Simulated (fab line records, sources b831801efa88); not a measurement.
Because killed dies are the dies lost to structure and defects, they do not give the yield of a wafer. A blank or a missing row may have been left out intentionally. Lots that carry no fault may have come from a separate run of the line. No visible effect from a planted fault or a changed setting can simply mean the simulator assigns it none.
A sampling plan put to the test / flow gf180mcu / one fab line, 54 faults that these records tell of, each judged on the records of the lots that it struck; 1 more is left out, because the records don't allow judging it
The plan consists of the line's own looks: route steps at which the wafer is read by a gauge or an inspection but not changed. Where struck wafers have a number at a look and the file lists that look's usual mean and standard deviation on fault-free wafers, the look can be judged. Caught: the struck wafers' mean, at a look after the fault's first step, is 4 or more of those standard deviations (sigma) away from the usual mean. On the tool: the identical test, applied to the tool's own readings at the steps of the fault. Also counted as caught: the struck wafers showing another recipe, or a record that is empty for them alone.

== THE FAULTS, as the simulator had put them in ==
1. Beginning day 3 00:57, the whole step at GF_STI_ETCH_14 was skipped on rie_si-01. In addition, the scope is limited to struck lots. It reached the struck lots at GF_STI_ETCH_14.
2. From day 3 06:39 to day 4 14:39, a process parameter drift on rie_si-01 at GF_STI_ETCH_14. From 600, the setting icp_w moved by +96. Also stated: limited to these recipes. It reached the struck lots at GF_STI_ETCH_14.
3. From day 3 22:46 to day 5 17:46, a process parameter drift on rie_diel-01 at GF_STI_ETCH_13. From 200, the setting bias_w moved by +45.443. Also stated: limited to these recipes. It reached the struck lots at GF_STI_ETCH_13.
4. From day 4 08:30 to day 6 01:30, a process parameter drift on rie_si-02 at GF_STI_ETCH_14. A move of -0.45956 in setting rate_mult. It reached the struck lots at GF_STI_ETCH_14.
5. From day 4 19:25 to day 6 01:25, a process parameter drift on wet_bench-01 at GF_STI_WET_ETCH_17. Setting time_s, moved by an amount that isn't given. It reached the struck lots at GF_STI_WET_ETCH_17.
6. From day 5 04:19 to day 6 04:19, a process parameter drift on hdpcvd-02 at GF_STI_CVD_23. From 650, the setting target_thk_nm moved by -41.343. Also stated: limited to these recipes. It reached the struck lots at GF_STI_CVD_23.
7. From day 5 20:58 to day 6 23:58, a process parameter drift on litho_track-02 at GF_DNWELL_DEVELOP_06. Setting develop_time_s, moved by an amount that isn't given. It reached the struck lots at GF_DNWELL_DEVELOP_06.
8. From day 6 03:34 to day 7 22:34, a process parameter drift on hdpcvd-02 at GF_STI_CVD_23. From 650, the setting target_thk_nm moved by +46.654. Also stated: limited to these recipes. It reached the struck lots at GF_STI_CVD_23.
9. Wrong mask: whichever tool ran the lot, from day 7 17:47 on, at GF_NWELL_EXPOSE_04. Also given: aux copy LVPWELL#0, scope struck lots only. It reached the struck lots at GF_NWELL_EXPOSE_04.
10. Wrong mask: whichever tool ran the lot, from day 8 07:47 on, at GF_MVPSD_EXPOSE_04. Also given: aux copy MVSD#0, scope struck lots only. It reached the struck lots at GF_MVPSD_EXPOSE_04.
11. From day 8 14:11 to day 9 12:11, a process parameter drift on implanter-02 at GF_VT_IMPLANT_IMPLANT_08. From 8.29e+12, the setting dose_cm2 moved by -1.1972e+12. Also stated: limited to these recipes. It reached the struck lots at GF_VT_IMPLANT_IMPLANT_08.
12. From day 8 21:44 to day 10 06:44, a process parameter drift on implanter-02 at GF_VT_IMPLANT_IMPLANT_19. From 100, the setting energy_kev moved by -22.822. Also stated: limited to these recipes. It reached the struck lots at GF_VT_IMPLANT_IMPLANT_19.
13. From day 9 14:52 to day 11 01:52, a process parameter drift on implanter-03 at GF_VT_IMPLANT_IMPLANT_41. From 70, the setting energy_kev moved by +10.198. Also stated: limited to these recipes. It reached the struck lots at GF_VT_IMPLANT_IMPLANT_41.
14. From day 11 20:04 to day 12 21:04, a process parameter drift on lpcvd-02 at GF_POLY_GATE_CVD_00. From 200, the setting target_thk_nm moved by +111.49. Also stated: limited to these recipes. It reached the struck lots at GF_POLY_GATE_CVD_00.
15. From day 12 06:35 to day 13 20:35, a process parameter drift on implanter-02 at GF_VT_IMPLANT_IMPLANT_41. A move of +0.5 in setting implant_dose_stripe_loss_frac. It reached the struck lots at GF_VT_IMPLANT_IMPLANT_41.
16. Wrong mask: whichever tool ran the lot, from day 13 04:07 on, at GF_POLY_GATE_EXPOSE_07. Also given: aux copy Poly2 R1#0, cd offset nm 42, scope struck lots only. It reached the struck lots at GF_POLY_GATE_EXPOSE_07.
17. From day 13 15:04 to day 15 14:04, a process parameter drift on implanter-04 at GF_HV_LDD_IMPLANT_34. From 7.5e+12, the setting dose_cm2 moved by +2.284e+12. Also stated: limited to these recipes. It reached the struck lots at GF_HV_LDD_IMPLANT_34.
18. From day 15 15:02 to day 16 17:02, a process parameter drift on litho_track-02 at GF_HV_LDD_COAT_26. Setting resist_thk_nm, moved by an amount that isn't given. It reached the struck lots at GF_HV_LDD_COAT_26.
19. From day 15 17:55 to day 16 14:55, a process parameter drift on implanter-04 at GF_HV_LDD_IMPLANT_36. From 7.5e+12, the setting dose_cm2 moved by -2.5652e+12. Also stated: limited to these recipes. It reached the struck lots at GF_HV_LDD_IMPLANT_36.
20. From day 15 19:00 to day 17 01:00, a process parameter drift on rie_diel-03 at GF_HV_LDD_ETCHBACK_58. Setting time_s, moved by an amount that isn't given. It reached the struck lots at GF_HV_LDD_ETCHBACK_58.
21. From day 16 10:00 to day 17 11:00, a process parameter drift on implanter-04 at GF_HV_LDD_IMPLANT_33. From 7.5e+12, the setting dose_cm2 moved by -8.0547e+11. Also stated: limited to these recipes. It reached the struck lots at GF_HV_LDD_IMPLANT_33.
22. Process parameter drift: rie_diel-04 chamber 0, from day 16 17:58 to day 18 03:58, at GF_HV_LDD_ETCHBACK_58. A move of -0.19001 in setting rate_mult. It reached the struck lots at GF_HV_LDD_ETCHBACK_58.
23. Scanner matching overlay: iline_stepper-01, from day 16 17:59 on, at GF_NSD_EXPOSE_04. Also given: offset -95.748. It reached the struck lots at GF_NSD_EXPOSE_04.
24. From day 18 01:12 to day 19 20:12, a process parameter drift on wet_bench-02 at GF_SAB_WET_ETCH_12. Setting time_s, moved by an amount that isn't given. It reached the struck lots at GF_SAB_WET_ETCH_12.
25. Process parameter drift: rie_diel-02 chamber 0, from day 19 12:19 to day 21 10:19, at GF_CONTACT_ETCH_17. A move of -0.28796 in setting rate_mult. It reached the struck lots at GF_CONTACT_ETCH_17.
26. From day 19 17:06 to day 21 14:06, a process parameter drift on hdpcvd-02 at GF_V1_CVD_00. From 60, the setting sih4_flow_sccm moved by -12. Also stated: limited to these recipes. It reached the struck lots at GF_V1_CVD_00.
27. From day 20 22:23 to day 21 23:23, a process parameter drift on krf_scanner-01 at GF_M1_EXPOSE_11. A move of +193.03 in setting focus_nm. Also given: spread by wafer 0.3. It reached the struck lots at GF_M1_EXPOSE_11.
28. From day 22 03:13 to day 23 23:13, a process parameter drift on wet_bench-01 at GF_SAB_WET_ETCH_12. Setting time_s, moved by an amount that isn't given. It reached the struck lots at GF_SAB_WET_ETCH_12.
29. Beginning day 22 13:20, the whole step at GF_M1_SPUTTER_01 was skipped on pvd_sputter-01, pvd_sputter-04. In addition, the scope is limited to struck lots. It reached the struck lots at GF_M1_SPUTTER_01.
30. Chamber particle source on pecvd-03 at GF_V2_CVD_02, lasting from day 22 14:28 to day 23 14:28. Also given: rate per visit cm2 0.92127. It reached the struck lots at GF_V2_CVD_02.
31. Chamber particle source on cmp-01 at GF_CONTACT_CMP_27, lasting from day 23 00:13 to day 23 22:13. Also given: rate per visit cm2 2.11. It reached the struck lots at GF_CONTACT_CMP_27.
32. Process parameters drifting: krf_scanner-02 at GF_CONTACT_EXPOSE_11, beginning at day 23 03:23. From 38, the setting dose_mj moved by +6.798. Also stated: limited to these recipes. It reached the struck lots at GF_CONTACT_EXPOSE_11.
33. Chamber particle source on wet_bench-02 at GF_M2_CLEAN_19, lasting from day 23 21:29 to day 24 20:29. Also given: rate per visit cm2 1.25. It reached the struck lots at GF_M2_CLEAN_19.
34. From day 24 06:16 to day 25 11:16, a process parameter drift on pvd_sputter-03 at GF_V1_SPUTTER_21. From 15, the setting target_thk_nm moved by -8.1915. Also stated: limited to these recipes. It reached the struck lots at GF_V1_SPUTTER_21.
35. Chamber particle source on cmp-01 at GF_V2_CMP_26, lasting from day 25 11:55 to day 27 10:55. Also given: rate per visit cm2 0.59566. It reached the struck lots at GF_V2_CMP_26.
36. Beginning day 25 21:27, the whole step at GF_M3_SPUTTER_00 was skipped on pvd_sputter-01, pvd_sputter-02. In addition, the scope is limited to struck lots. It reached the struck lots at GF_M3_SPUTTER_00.
37. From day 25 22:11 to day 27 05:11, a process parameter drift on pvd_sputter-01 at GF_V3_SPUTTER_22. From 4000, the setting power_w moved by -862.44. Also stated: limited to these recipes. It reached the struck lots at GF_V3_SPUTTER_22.
38. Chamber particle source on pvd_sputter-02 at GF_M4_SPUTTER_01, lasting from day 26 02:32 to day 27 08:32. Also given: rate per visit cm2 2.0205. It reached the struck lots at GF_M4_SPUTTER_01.
39. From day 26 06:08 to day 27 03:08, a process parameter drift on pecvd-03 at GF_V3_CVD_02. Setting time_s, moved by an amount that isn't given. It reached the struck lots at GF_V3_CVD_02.
40. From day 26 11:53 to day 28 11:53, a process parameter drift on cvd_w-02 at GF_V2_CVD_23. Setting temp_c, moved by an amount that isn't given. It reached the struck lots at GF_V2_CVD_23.
41. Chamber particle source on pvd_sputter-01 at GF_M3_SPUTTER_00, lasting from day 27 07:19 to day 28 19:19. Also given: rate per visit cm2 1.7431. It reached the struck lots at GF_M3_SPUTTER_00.
42. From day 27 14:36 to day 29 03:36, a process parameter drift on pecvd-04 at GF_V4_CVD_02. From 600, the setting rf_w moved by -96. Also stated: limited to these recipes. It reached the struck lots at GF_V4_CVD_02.
43. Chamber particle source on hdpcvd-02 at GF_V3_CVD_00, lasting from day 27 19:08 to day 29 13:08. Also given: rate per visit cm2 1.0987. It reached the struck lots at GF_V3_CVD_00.
44. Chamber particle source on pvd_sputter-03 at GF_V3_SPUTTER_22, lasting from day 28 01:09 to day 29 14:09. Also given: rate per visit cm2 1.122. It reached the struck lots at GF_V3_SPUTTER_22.
45. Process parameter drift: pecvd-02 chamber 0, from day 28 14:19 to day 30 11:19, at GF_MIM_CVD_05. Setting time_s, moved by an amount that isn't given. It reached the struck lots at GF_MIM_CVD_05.
46. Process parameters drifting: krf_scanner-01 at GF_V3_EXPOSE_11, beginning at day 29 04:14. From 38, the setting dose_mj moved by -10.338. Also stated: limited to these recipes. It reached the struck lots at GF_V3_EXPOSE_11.
47. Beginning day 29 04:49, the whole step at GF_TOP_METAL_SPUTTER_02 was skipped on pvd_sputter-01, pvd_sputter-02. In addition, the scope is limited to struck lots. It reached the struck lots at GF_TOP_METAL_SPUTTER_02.
48. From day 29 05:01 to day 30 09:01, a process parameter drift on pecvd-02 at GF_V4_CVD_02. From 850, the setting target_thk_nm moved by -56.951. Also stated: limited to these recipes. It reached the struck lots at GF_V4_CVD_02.
49. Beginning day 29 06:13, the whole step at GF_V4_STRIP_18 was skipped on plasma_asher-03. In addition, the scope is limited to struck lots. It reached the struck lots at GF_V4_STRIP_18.
50. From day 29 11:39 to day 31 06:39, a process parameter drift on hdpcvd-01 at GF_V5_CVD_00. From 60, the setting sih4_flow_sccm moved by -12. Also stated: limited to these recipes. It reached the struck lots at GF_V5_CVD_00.
51. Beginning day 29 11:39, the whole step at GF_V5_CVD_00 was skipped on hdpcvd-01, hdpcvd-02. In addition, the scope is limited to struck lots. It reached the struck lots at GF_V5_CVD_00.
52. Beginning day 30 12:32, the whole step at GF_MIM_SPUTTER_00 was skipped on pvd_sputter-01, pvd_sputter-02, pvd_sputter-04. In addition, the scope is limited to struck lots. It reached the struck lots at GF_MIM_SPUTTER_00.
53. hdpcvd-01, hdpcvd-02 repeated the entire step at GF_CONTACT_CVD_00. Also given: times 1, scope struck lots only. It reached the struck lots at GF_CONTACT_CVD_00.
54. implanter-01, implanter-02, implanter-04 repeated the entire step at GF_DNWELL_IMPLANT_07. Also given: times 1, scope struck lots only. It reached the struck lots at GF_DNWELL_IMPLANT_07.

== WHAT THE PLAN SAW ==
fault=1; on the tool itself=the tool's record is blank for the struck wafers; first look that catches it=no look after it can be judged; reading, sigma=-; median hours from its first step to that look=-; hours from the fault's start to the first struck lot there=-; judged looks passed uncaught=0
fault=2; on the tool itself=rf_fwd_power_W +50 sigma; first look that catches it=no look after it can be judged; reading, sigma=-; median hours from its first step to that look=-; hours from the fault's start to the first struck lot there=-; judged looks passed uncaught=0
fault=3; on the tool itself=bias_w +77 sigma; first look that catches it=no look after it can be judged; reading, sigma=-; median hours from its first step to that look=-; hours from the fault's start to the first struck lot there=-; judged looks passed uncaught=0
fault=4; on the tool itself=oes_product_au -18 sigma; first look that catches it=none of the 3 looks that can be judged after it; reading, sigma=-; median hours from its first step to that look=-; hours from the fault's start to the first struck lot there=-; judged looks passed uncaught=3
fault=5; on the tool itself=run_length_s -88 sigma; first look that catches it=none of the 2 looks that can be judged after it; reading, sigma=-; median hours from its first step to that look=-; hours from the fault's start to the first struck lot there=-; judged looks passed uncaught=2
fault=6; on the tool itself=under 2 sigma; first look that catches it=GF_STI_THK_MEAS_24; reading, sigma=STI_CVD_23_THK -4.9; median hours from its first step to that look=0.1; hours from the fault's start to the first struck lot there=6; judged looks passed uncaught=0
fault=7; on the tool itself=no reading that can be judged; first look that catches it=not the one look that can be judged after it; reading, sigma=-; median hours from its first step to that look=-; hours from the fault's start to the first struck lot there=-; judged looks passed uncaught=1
fault=8; on the tool itself=under 2 sigma; first look that catches it=GF_STI_THK_MEAS_24; reading, sigma=STI_CVD_23_THK +4.6; median hours from its first step to that look=0.1; hours from the fault's start to the first struck lot there=2; judged looks passed uncaught=0
fault=9; on the tool itself=under 2 sigma; first look that catches it=GF_NWELL_TW_MEAS_11; reading, sigma=NWELL_TW -99 or beyond; median hours from its first step to that look=8.3; hours from the fault's start to the first struck lot there=11; judged looks passed uncaught=0
fault=10; on the tool itself=no reading that can be judged; first look that catches it=GF_MVPSD_TW_MEAS_11; reading, sigma=MVPSD_TW -99 or beyond; median hours from its first step to that look=8.4; hours from the fault's start to the first struck lot there=12; judged looks passed uncaught=0
fault=11; on the tool itself=dose_ions_cm2 -99 or beyond sigma; first look that catches it=GF_VT_IMPLANT_TW_MEAS_10; reading, sigma=VT_IMPLANT_TW -4.9; median hours from its first step to that look=0.2; hours from the fault's start to the first struck lot there=6; judged looks passed uncaught=0
fault=12; on the tool itself=beam_energy_keV -99 or beyond sigma; first look that catches it=GF_VT_IMPLANT_TW_MEAS_21; reading, sigma=VT_IMPLANT_2_TW -10; median hours from its first step to that look=0.2; hours from the fault's start to the first struck lot there=4; judged looks passed uncaught=0
fault=13; on the tool itself=beam_energy_keV +99 or beyond sigma; first look that catches it=GF_VT_IMPLANT_TW_MEAS_43; reading, sigma=VT_IMPLANT_4_TW +5.4; median hours from its first step to that look=0.2; hours from the fault's start to the first struck lot there=3; judged looks passed uncaught=0
fault=14; on the tool itself=under 2 sigma; first look that catches it=GF_POLY_GATE_THK_MEAS_01; reading, sigma=POLY_GATE_CVD_00_THK +53; median hours from its first step to that look=1.7; hours from the fault's start to the first struck lot there=8; judged looks passed uncaught=0
fault=15; on the tool itself=under 2 sigma; first look that catches it=GF_VT_IMPLANT_TW_MEAS_43; reading, sigma=VT_IMPLANT_4_TW -11; median hours from its first step to that look=0.2; hours from the fault's start to the first struck lot there=4; judged looks passed uncaught=0
fault=16; on the tool itself=under 2 sigma; first look that catches it=GF_POLY_GATE_CD_MEAS_10; reading, sigma=cd_nm +30; median hours from its first step to that look=10.2; hours from the fault's start to the first struck lot there=15; judged looks passed uncaught=0
fault=17; on the tool itself=dose_ions_cm2 +99 or beyond sigma; first look that catches it=GF_HV_LDD_TW_MEAS_38; reading, sigma=HV_LDD_3_TW +4.4; median hours from its first step to that look=0.5; hours from the fault's start to the first struck lot there=8; judged looks passed uncaught=0
fault=18; on the tool itself=under 2 sigma; first look that catches it=GF_HV_LDD_CD_MEAS_31; reading, sigma=cd_nm +4.8; median hours from its first step to that look=11.4; hours from the fault's start to the first struck lot there=13; judged looks passed uncaught=0
fault=19; on the tool itself=dose_ions_cm2 -99 or beyond sigma; first look that catches it=GF_HV_LDD_RS_MEAS_53; reading, sigma=HV_LDD_RS +8.6; median hours from its first step to that look=23.8; hours from the fault's start to the first struck lot there=30; judged looks passed uncaught=4
fault=20; on the tool itself=run_length_s -94 sigma; first look that catches it=no look after it can be judged; reading, sigma=-; median hours from its first step to that look=-; hours from the fault's start to the first struck lot there=-; judged looks passed uncaught=0
fault=21; on the tool itself=dose_ions_cm2 -99 or beyond sigma; first look that catches it=none of the 2 looks that can be judged after it; reading, sigma=strongest: HV_LDD_RS at GF_HV_LDD_RS_MEAS_53, +3.0; median hours from its first step to that look=-; hours from the fault's start to the first struck lot there=-; judged looks passed uncaught=2
fault=22; on the tool itself=under 2 sigma; first look that catches it=none of the 6 looks that can be judged after it; reading, sigma=-; median hours from its first step to that look=-; hours from the fault's start to the first struck lot there=-; judged looks passed uncaught=6
fault=23; on the tool itself=no reading that can be judged; first look that catches it=GF_NSD_OVL_MEAS_08; reading, sigma=NSD_OVL -62; median hours from its first step to that look=12.0; hours from the fault's start to the first struck lot there=28; judged looks passed uncaught=0
fault=24; on the tool itself=run_length_s -97 sigma; first look that catches it=no look after it can be judged; reading, sigma=-; median hours from its first step to that look=-; hours from the fault's start to the first struck lot there=-; judged looks passed uncaught=0
fault=25; on the tool itself=under 2 sigma; first look that catches it=no look after it can be judged; reading, sigma=-; median hours from its first step to that look=-; hours from the fault's start to the first struck lot there=-; judged looks passed uncaught=0
fault=26; on the tool itself=sih4_flow_sccm -66 sigma; first look that catches it=GF_V1_THK_MEAS_01; reading, sigma=V1_CVD_00_THK -14; median hours from its first step to that look=0.1; hours from the fault's start to the first struck lot there=9; judged looks passed uncaught=0
fault=27; on the tool itself=exposure_dose_mJ_cm2 -16 sigma; first look that catches it=GF_M1_CD_MEAS_14; reading, sigma=cd_nm -7.8; median hours from its first step to that look=11.9; hours from the fault's start to the first struck lot there=33; judged looks passed uncaught=0
fault=28; on the tool itself=run_length_s -42 sigma; first look that catches it=no look after it can be judged; reading, sigma=-; median hours from its first step to that look=-; hours from the fault's start to the first struck lot there=-; judged looks passed uncaught=0
fault=29; on the tool itself=the tool's record is blank for the struck wafers; first look that catches it=no look after it can be judged; reading, sigma=-; median hours from its first step to that look=-; hours from the fault's start to the first struck lot there=-; judged looks passed uncaught=0
fault=30; on the tool itself=under 2 sigma; first look that catches it=not the one look that can be judged after it; reading, sigma=-; median hours from its first step to that look=-; hours from the fault's start to the first struck lot there=-; judged looks passed uncaught=1
fault=31; on the tool itself=under 2 sigma; first look that catches it=none of the 2 looks that can be judged after it; reading, sigma=-; median hours from its first step to that look=-; hours from the fault's start to the first struck lot there=-; judged looks passed uncaught=2
fault=32; on the tool itself=exposure_dose_mJ_cm2 +99 or beyond sigma; first look that catches it=GF_CONTACT_CD_MEAS_14; reading, sigma=cd_nm +20; median hours from its first step to that look=11.1; hours from the fault's start to the first struck lot there=21; judged looks passed uncaught=0
fault=33; on the tool itself=no reading that can be judged; first look that catches it=none of the 7 looks that can be judged after it; reading, sigma=-; median hours from its first step to that look=-; hours from the fault's start to the first struck lot there=-; judged looks passed uncaught=7
fault=34; on the tool itself=under 2 sigma; first look that catches it=no look after it can be judged; reading, sigma=-; median hours from its first step to that look=-; hours from the fault's start to the first struck lot there=-; judged looks passed uncaught=0
fault=35; on the tool itself=under 2 sigma; first look that catches it=none of the 2 looks that can be judged after it; reading, sigma=-; median hours from its first step to that look=-; hours from the fault's start to the first struck lot there=-; judged looks passed uncaught=2
fault=36; on the tool itself=the tool's record is blank for the struck wafers; first look that catches it=not the one look that can be judged after it; reading, sigma=-; median hours from its first step to that look=-; hours from the fault's start to the first struck lot there=-; judged looks passed uncaught=1
fault=37; on the tool itself=cathode_dc_power_W -99 or beyond sigma; first look that catches it=no look after it can be judged; reading, sigma=-; median hours from its first step to that look=-; hours from the fault's start to the first struck lot there=-; judged looks passed uncaught=0
fault=38; on the tool itself=under 2 sigma; first look that catches it=not the one look that can be judged after it; reading, sigma=-; median hours from its first step to that look=-; hours from the fault's start to the first struck lot there=-; judged looks passed uncaught=1
fault=39; on the tool itself=run_length_s -9.3 sigma; first look that catches it=not the one look that can be judged after it; reading, sigma=strongest: V3_CVD_02_THK at GF_V3_THK_MEAS_03, -2.6; median hours from its first step to that look=-; hours from the fault's start to the first struck lot there=-; judged looks passed uncaught=1
fault=40; on the tool itself=susceptor_temp_C +76 sigma; first look that catches it=GF_V2_RS_MEAS_24; reading, sigma=V2_W_RS -22; median hours from its first step to that look=0.1; hours from the fault's start to the first struck lot there=4; judged looks passed uncaught=0
fault=41; on the tool itself=under 2 sigma; first look that catches it=none of the 2 looks that can be judged after it; reading, sigma=-; median hours from its first step to that look=-; hours from the fault's start to the first struck lot there=-; judged looks passed uncaught=2
fault=42; on the tool itself=rf_fwd_power_W -52 sigma; first look that catches it=none of the 2 looks that can be judged after it; reading, sigma=strongest: V4_CVD_02_THK at GF_V4_THK_MEAS_03, -3.1; median hours from its first step to that look=-; hours from the fault's start to the first struck lot there=-; judged looks passed uncaught=2
fault=43; on the tool itself=no reading that can be judged; first look that catches it=not the one look that can be judged after it; reading, sigma=-; median hours from its first step to that look=-; hours from the fault's start to the first struck lot there=-; judged looks passed uncaught=1
fault=44; on the tool itself=under 2 sigma; first look that catches it=none of the 2 looks that can be judged after it; reading, sigma=-; median hours from its first step to that look=-; hours from the fault's start to the first struck lot there=-; judged looks passed uncaught=2
fault=45; on the tool itself=run_length_s +8.6 sigma; first look that catches it=GF_MIM_THK_MEAS_06; reading, sigma=MIM_CVD_05_THK +8.0; median hours from its first step to that look=0.0; hours from the fault's start to the first struck lot there=2; judged looks passed uncaught=0
fault=46; on the tool itself=exposure_dose_mJ_cm2 -99 or beyond sigma; first look that catches it=GF_V3_CD_MEAS_14; reading, sigma=cd_nm -42; median hours from its first step to that look=9.1; hours from the fault's start to the first struck lot there=12; judged looks passed uncaught=0
fault=47; on the tool itself=the tool's record is blank for the struck wafers; first look that catches it=GF_TOP_METAL_RS_MEAS_05; reading, sigma=TOP_METAL_ALCU_RS +99 or beyond; median hours from its first step to that look=0.1; hours from the fault's start to the first struck lot there=2; judged looks passed uncaught=0
fault=48; on the tool itself=under 2 sigma; first look that catches it=GF_V4_THK_MEAS_03; reading, sigma=V4_CVD_02_THK -4.5; median hours from its first step to that look=0.1; hours from the fault's start to the first struck lot there=6; judged looks passed uncaught=0
fault=49; on the tool itself=the tool's record is blank for the struck wafers; first look that catches it=no look after it can be judged; reading, sigma=-; median hours from its first step to that look=-; hours from the fault's start to the first struck lot there=-; judged looks passed uncaught=0
fault=50; on the tool itself=sih4_flow_sccm -66 sigma; first look that catches it=GF_V5_THK_MEAS_01; reading, sigma=V5_CVD_00_THK -14; median hours from its first step to that look=0.1; hours from the fault's start to the first struck lot there=3; judged looks passed uncaught=0
fault=51; on the tool itself=the tool's record is blank for the struck wafers; first look that catches it=no look after it can be judged; reading, sigma=-; median hours from its first step to that look=-; hours from the fault's start to the first struck lot there=-; judged looks passed uncaught=0
fault=52; on the tool itself=the tool's record is blank for the struck wafers; first look that catches it=no look after it can be judged; reading, sigma=-; median hours from its first step to that look=-; hours from the fault's start to the first struck lot there=-; judged looks passed uncaught=0
fault=53; on the tool itself=no reading that can be judged; first look that catches it=GF_CONTACT_THK_MEAS_01; reading, sigma=CONTACT_CVD_00_THK +69; median hours from its first step to that look=0.3; hours from the fault's start to the first struck lot there=-; judged looks passed uncaught=0
fault=54; on the tool itself=under 2 sigma; first look that catches it=GF_DNWELL_TW_MEAS_09; reading, sigma=DNWELL_TW +35; median hours from its first step to that look=0.6; hours from the fault's start to the first struck lot there=-; judged looks passed uncaught=0
A dash: the fault isn't caught, or these records don't give the number.

Caught at a look: 25 of 54. Caught on the tool: 30 of 54. By one or the other: 42 of 54.
Caught on the tool alone: faults 1, 2, 3, 4, 5, 20, 21, 24, 28, 29, 36, 37, 39, 42, 49, 51, 52.
Caught at a look alone: faults 6, 8, 9, 10, 14, 15, 16, 18, 23, 48, 53, 54.
Caught by neither: faults 7, 22, 25, 30, 31, 33, 34, 35, 38, 41, 43, 44.

== THINNER SAMPLING ==
Were the look that catches a fault to measure just every second or every third lot (counted by lot number), the first struck lot would, at worst, be measured this late:
fault=6; struck lots at that look, in order of time=L189, L191, L192; every lot=6 h; every second lot=21 h; every third lot=may miss all 3
fault=8; struck lots at that look, in order of time=L325, L326; every lot=2 h; every second lot=9 h; every third lot=may miss all 2
fault=9; struck lots at that look, in order of time=L510; every lot=11 h; every second lot=may miss it; every third lot=may miss it
fault=10; struck lots at that look, in order of time=L403; every lot=12 h; every second lot=may miss it; every third lot=may miss it
fault=11; struck lots at that look, in order of time=L474, L475; every lot=6 h; every second lot=13 h; every third lot=may miss all 2
fault=12; struck lots at that look, in order of time=L419, L420; every lot=4 h; every second lot=10 h; every third lot=may miss all 2
fault=13; struck lots at that look, in order of time=L345, L346; every lot=3 h; every second lot=11 h; every third lot=may miss all 2
fault=14; struck lots at that look, in order of time=L907, L908; every lot=8 h; every second lot=14 h; every third lot=may miss all 2
fault=15; struck lots at that look, in order of time=L346, L347; every lot=4 h; every second lot=12 h; every third lot=may miss all 2
fault=16; struck lots at that look, in order of time=L666; every lot=15 h; every second lot=may miss it; every third lot=may miss it
fault=17; struck lots at that look, in order of time=L197, L202; every lot=8 h; every second lot=44 h; every third lot=may miss all 2
fault=18; struck lots at that look, in order of time=L826, L827, L828; every lot=13 h; every second lot=25 h; every third lot=31 h
fault=19; struck lots at that look, in order of time=L853, L854; every lot=30 h; every second lot=35 h; every third lot=may miss all 2
fault=23; struck lots at that look, in order of time=L473, L475; every lot=28 h; every second lot=may miss all 2; every third lot=may miss all 2
fault=26; struck lots at that look, in order of time=L821, L824; every lot=9 h; every second lot=35 h; every third lot=may miss all 2
fault=27; struck lots at that look, in order of time=L857; every lot=33 h; every second lot=may miss it; every third lot=may miss it
fault=32; struck lots at that look, in order of time=L862, L863; every lot=21 h; every second lot=33 h; every third lot=may miss all 2
fault=40; struck lots at that look, in order of time=L883, L884; every lot=4 h; every second lot=13 h; every third lot=may miss all 2
fault=45; struck lots at that look, in order of time=L433, L438; every lot=2 h; every second lot=35 h; every third lot=may miss all 2
fault=46; struck lots at that look, in order of time=L394, L396; every lot=12 h; every second lot=may miss all 2; every third lot=may miss all 2
fault=47; struck lots at that look, in order of time=L624, L625; every lot=2 h; every second lot=4 h; every third lot=may miss all 2
fault=48; struck lots at that look, in order of time=L284, L285; every lot=6 h; every second lot=15 h; every third lot=may miss all 2
fault=50; struck lots at that look, in order of time=L773, L777; every lot=3 h; every second lot=may miss all 2; every third lot=may miss all 2
The hour figures run from when the fault began to the first measured lot among those it struck. 4 sigma limit: tested on the pooled struck wafers, so a lone lot may be under it. Other struck lots may not be in these records.

== THE LONGEST TIMED WAY FROM STEP TO LOOK ==
Fault 19: the median time between GF_HV_LDD_IMPLANT_36 and GF_HV_LDD_RS_MEAS_53 is 23.8 hours. The looks between them that can be judged stayed within 4 sigma: GF_HV_LDD_TW_MEAS_38, GF_HV_LDD_CD_MEAS_46, GF_HV_LDD_OVL_MEAS_47, GF_HV_LDD_TW_MEAS_50.
